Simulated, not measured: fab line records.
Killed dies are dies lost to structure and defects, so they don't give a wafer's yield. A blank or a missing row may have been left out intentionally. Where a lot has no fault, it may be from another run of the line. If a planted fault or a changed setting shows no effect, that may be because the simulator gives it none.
2 desks looking at one fault :: flow sky130 :: each desk holds nothing but its own numbers, with what lay behind them at the end

DESK OF THE TOOL OWNER: pvdSputter-03
The tool's own readings at SKY_VIA4_SPUTTER_17 (material TiN, target thk 20 nm, time 80 s): means of the sampled wafers that have a number, for each lot that ran on this tool. A lot is out of limits, marked OUT, if its mean lies more than 4 standard deviations from the usual mean; the brackets give that distance.
Columns: A = throttleValvePct at SKY_VIA4_SPUTTER_17, usual 29.9 %
lot: L626
first seen here: day 43 04:37
A: 28.8

lot: L638
first seen here: day 46 12:20
A: 29.2
Result from this desk: across the 2 lots, nothing is out of limits.

AT THE METROLOGY DESK
What the gauges read for every lot (on any tool): the sampled wafers with a number, averaged. A lot is out of limits, marked OUT, if its mean lies more than 4 standard deviations from the usual mean; the brackets give that distance.
Columns: A = VIA4_OVL at SKY_VIA4_OVL_MEAS_11, usual -0.7 nm
lot: L626
first seen here: day 43 03:53
A: 0.4

lot: L631
first seen here: day 44 14:19
A: -1.7

lot: L638
first seen here: day 46 11:38
A: 1.9

lot: L642
first seen here: day 47 03:44
A: -0.6

lot: L644
first seen here: day 47 17:02
A: -2.7
Result from this desk: across the 5 lots, nothing is out of limits.

PUT TOGETHER
The desk of the tool owner found nothing out of limits.
Metrology desk: nothing out of limits seen.

WHAT WAS PUT IN BY THE SIMULATOR
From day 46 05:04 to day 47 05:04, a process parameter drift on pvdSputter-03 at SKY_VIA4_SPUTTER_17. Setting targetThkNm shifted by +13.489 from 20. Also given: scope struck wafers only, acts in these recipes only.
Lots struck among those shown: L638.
